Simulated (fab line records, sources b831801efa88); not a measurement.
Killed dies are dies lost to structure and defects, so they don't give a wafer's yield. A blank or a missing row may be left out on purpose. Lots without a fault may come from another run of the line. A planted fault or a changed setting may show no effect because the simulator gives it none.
Problem report in the 8D (eight disciplines) form, filled by code | flow sky130 | the parts of the form that need people (team, actions taken, sign-off) are left out

1. THE PROBLEM
killed_at_M0_to_M3 at SKY_PAD_OPEN_PROBE_99 reads a mean of 88 on 2 wafers of 2 lots; wafers without a fault read 44 with a standard deviation of 6.5. That is +6.7 standard deviations from the usual mean.
First seen on wafer L901.5, day 51 01:08, on prober-01. The record holds 6 wafers of 2 lots with a number at this step. Rule for "out", or "out of limits": more than 4 standard deviations from the usual mean. The other wafers with a number count as sound.

2. WHAT IT IS AND WHAT IT IS NOT
question                    | is                   | is not
which readings at this step | killed_at_M0_to_M3   | killed_at_M4_up, killed_at_contacts, killed_at_front_end, killed_at_other, killed_open, killed_short, sort_bin_6_memory
which lots                  | L901, L902           | -
which wafers of those lots  | L901.5, L902.5       | L901.4, L901.6, L902.1, L902.6
read on which tools         | prober-01, prober-02 | -
when                        | from day 51 01:08    | up to then (1 sound wafer); but 3 sound wafers of L901, L902 came after

3. SUSPECTS, AND WHAT RULES EACH OUT
Counting: a tool at a process step up to the reading stays a suspect if it ran every lot that is out. Sound lots after the first of them don't rule it out here, since some wafers of a struck lot are sound.
- plasma_asher-04 at SKY_METAL2_STRIP_20 (strips in O2/N2): kept. It ran every lot that is out, first L901 (day 41 23:38).
- Within plasma_asher-04 at SKY_METAL2_STRIP_20: the wafers that are out ran in chamber 0; their sound lot-mates ran in chamber 1.
Left after counting: plasma_asher-04 at SKY_METAL2_STRIP_20.

4. THE CAUSE (what the simulator had put in)
Chamber particle source: plasma_asher-04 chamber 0, from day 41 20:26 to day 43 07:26, at SKY_METAL2_STRIP_20. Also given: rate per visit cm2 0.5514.
Counting left only this tool.

5. THE CHAIN OF EFFECTS, in route order
Each row: a reading whose mean over the struck wafers that have a number lies more than 3 standard deviations from the usual. Only readings for which the record gives a usual standard deviation are gone through. hours: the time from each lot's start at the first step in this table that gives one to its start at this step, as a median over the lots. sigmas: the change in usual standard deviations.
hours | step                  | reading              | usual  | on struck wafers | change | sigmas
0     | SKY_PAD_OPEN_PROBE_99 | defect_limited_yield | 82.4 % | 74.5             | -7.9   | -4.2
0     | SKY_PAD_OPEN_PROBE_99 | killed_at_M0_to_M3   | 44     | 88               | +44    | +6.7
0     | SKY_PAD_OPEN_PROBE_99 | killed_dies          | 87     | 126              | +38    | +4.0
0     | SKY_PAD_OPEN_PROBE_99 | sort_bin_3_pad_short | 0.8 %  | 2.1              | +1.3   | +3.3
0     | SKY_PAD_OPEN_PROBE_99 | sort_bin_5_function  | 10.5 % | 15.8             | +5.3   | +3.3
0     | SKY_PAD_OPEN_PROBE_99 | sort_n_pass          | 405    | 366              | -38    | -4.1
0     | SKY_PAD_OPEN_PROBE_99 | sort_yield_pct       | 82.3 % | 74.5             | -7.8   | -4.1
The process steps in it:
- SKY_PAD_OPEN_PROBE_99

6. WHAT WOULD HAVE CAUGHT IT SOONER
In this record the first reading out of limits was taken at day 51 01:08, 221 hours after the fault began at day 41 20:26.
Of the tool readings at SKY_METAL2_STRIP_20 for which the record gives a usual standard deviation, none was out on any struck wafer, so an alarm limit of 4 standard deviations on them would not have fired.
All the lots that are out (2) had begun SKY_METAL2_STRIP_20 on plasma_asher-04 by day 51 01:08. A hold on the tool at that time would have spared none of them.
